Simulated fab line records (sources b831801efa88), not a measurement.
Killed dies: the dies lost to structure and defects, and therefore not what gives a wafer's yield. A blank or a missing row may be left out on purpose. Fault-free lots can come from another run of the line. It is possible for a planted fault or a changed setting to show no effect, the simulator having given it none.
What tool caused it? || flow gf180mcu || 6 lots with 18 wafers sampled at 4 steps, on a route of 602 steps

WHAT THE GAUGES SHOWED, per wafer
GF_VT_IMPLANT_RS_MEAS_48: a four-point-probe measurement.
{"lot": "L264", "measured": "day 8 09:38", "on": "filmMetro-01", "LVPWELL_RS (ohm/sq)": "1199.0 1200.5 1194.3"}
{"lot": "L266", "measured": "day 9 00:02", "on": "filmMetro-04", "LVPWELL_RS (ohm/sq)": "1198.7 1197.2 1196.6"}
{"lot": "L270", "measured": "day 10 02:12", "on": "filmMetro-01", "LVPWELL_RS (ohm/sq)": "1184.4 1186.9 1177.6"}
{"lot": "L277", "measured": "day 12 02:42", "on": "filmMetro-01", "LVPWELL_RS (ohm/sq)": "1191.3 1193.6 1190.0"}
{"lot": "L279", "measured": "day 12 13:52", "on": "filmMetro-03", "LVPWELL_RS (ohm/sq)": "1196.5 1195.4 1193.8"}
{"lot": "L283", "measured": "day 14 06:03", "on": "filmMetro-03", "LVPWELL_RS (ohm/sq)": "1196.4 1199.1 1197.0"}

WHICH TOOL RAN EACH LOT (tool, then ch and the chambers of the sampled wafers, then the start)
{"lot": "L264", "GF_NWELL_STRIP_10": "plasmaAsher-04 ch 0,1, day 4 00:26", "GF_LVPWELL_IMPLANT_09": "implanter-02 ch 0, day 4 14:39", "GF_MVPSD_STRIP_10": "plasmaAsher-01 ch 0,1, day 5 19:29"}
{"lot": "L266", "GF_NWELL_STRIP_10": "plasmaAsher-04 ch 0,1, day 4 12:14", "GF_LVPWELL_IMPLANT_09": "implanter-04 ch 0, day 5 02:29", "GF_MVPSD_STRIP_10": "plasmaAsher-01 ch 0,1, day 6 07:41"}
{"lot": "L270", "GF_NWELL_STRIP_10": "plasmaAsher-02 ch 0,1, day 5 10:05", "GF_LVPWELL_IMPLANT_09": "implanter-04 ch 0, day 6 00:41", "GF_MVPSD_STRIP_10": "plasmaAsher-02 ch 0,1, day 7 07:04"}
{"lot": "L277", "GF_NWELL_STRIP_10": "plasmaAsher-01 ch 0, day 6 23:44", "GF_LVPWELL_IMPLANT_09": "implanter-03 ch 0, day 7 14:26", "GF_MVPSD_STRIP_10": "plasmaAsher-02 ch 1, day 9 00:14"}
{"lot": "L279", "GF_NWELL_STRIP_10": "plasmaAsher-01 ch 1, day 7 08:32", "GF_LVPWELL_IMPLANT_09": "implanter-02 ch 0, day 7 23:38", "GF_MVPSD_STRIP_10": "plasmaAsher-02 ch 0,1, day 9 10:09"}
{"lot": "L283", "GF_NWELL_STRIP_10": "plasmaAsher-01 ch 0,1, day 8 15:50", "GF_LVPWELL_IMPLANT_09": "implanter-02 ch 0, day 9 09:11", "GF_MVPSD_STRIP_10": "plasmaAsher-01 ch 0,1, day 10 22:54"}
- GF_NWELL_STRIP_10: strips in O2/N2.
- GF_LVPWELL_IMPLANT_09
- GF_MVPSD_STRIP_10: strips in O2/N2.

THE ANSWER, worked out from the rows above alone
Rule: the usual values come from the lots themselves. The widest of any qualifying gaps counts: lots, ordered by their means at a reading, are off when they make up no more than a third of the lots, leave a main group of 4 or more, and stand apart from it by 3 or more times the standard deviation of that group's means. A main group is skipped when, at the precision printed for the reading in the tables above, its means are all equal. Also off: a lot with no number at a reading for which 4 or more lots have one. The other lots that the step has rows for count as sound.
Off: L270, at GF_VT_IMPLANT_RS_MEAS_48 (LVPWELL_RS). For the main group the mean is 1196.0 ohm/sq and the standard deviation 2.4.
If a tool, at a process step before that reading, ran all the lots that are off and no sound lot after the first of them, it fits. Gauges at GF_VT_IMPLANT_RS_MEAS_48: tried the same way as those tools. Undecided on this evidence; 2 tools fit (plasmaAsher-02 at GF_NWELL_STRIP_10, implanter-04 at GF_LVPWELL_IMPLANT_09).

WHAT WAS PUT IN BY THE SIMULATOR
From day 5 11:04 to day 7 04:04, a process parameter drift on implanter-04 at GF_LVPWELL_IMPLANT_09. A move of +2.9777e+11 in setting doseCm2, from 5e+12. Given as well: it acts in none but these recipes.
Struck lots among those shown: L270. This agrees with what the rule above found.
